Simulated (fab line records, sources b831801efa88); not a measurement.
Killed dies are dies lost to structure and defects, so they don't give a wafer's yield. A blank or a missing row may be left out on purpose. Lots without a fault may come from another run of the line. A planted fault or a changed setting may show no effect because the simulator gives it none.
Chamber matching | flow sky130 | SKY_LI_CONTACT_CMP_02 on cmp-02: 4 sister chambers
The step polishes PSG. 18 wafers are shown with their chamber, then 9 later ones without.

WAFERS WITH THEIR CHAMBER
wafer  | chamber | motor_current_A (A) | time_to_endpoint_s (s) | slurry_flow_ml_min
L936.1 | 3       | 11.8                | 34.7                   | 150.1
L936.2 | 2       | 11.2                | 32.4                   | 149.3
L936.3 | 1       | 13.6                | 34.4                   | 150.3
L937.1 | 2       | 11.9                | 34.8                   | 150.3
L937.2 | 1       | 12.4                | 35.8                   | 150.2
L937.6 | 2       | 11.1                | 34.9                   | 149.5
L939.1 | 3       | 11.1                | 35.0                   | 149.4
L939.3 | 2       | 11.7                | 32.2                   | 149.6
L939.6 | 3       | 11.1                | 35.7                   | 149.3
L940.2 | 2       | 12.0                | 30.8                   | 150.9
L940.4 | 3       | 11.0                | 32.3                   | 149.7
L940.6 | 0       | 12.0                | 34.5                   | 149.9
L941.2 | 2       | 11.9                | 31.9                   | 149.3
L941.3 | 3       | 10.6                | 33.9                   | 149.2
L941.4 | 0       | 12.5                | 36.9                   | 149.2
L943.1 | 3       | 10.6                | 36.7                   | 150.5
L943.4 | 2       | 11.8                | 33.9                   | 150.6
L943.5 | 1       | 13.2                | 35.5                   | 150.7

SIGNATURES (means of the wafers above)
reading            | chamber 0 | chamber 1 | chamber 2 | chamber 3 | scatter within a chamber
motor_current_A    | 12.250    | 13.067    | 11.657    | 11.033    | 0.433
time_to_endpoint_s | 35.700    | 35.233    | 32.986    | 34.717    | 1.47
slurry_flow_ml_min | 149.550   | 150.400   | 149.929   | 149.700   | 0.554
Rule: a wafer's distance from a chamber is the root of the sum, over the readings, of the square of ((its reading less the chamber's mean) divided by the reading's scatter). The wafer belongs to the nearest chamber; if the next one is less than 2 further off, it can't be placed. The scatter: the root of (the sum of the squares of (reading less its chamber's mean) over the shown wafers, divided by (wafers less chambers)).

WAFERS WITHOUT THEIR CHAMBER
wafer  | motor_current_A (A) | time_to_endpoint_s (s) | slurry_flow_ml_min
L945.1 | 13.2                | 39.5                   | 150.1
L945.4 | 12.3                | 37.1                   | 150.4
L945.5 | 11.1                | 39.4                   | 149.9
L955.1 | 12.8                | 33.3                   | 150.1
L955.2 | 11.4                | 31.1                   | 150.1
L955.4 | 11.4                | 34.3                   | 151.0
L956.3 | 13.7                | 35.0                   | 149.6
L956.5 | 13.7                | 33.0                   | 149.8
L956.6 | 11.8                | 35.6                   | 150.0

WHICH CHAMBER EACH WENT THROUGH
wafer  | from the rows above               | in truth
L945.1 | can't be placed: 1 or 0           | 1
L945.4 | can't be placed: 0 or 1 or 2 or 3 | 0
L945.5 | can't be placed: 3 or 0 or 2      | 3
L955.1 | can't be placed: 1 or 0 or 2      | 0
L955.2 | can't be placed: 2 or 3           | 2
L955.4 | can't be placed: 2 or 3 or 0 or 1 | 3
L956.3 | can't be placed: 1 or 0           | 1
L956.5 | can't be placed: 1 or 0           | 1
L956.6 | can't be placed: 0 or 2 or 3 or 1 | 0
Placed correctly: 0 of 9. Can't be placed from these rows: 9 (the true chamber is among the candidates in 9). Placed wrongly: 0.
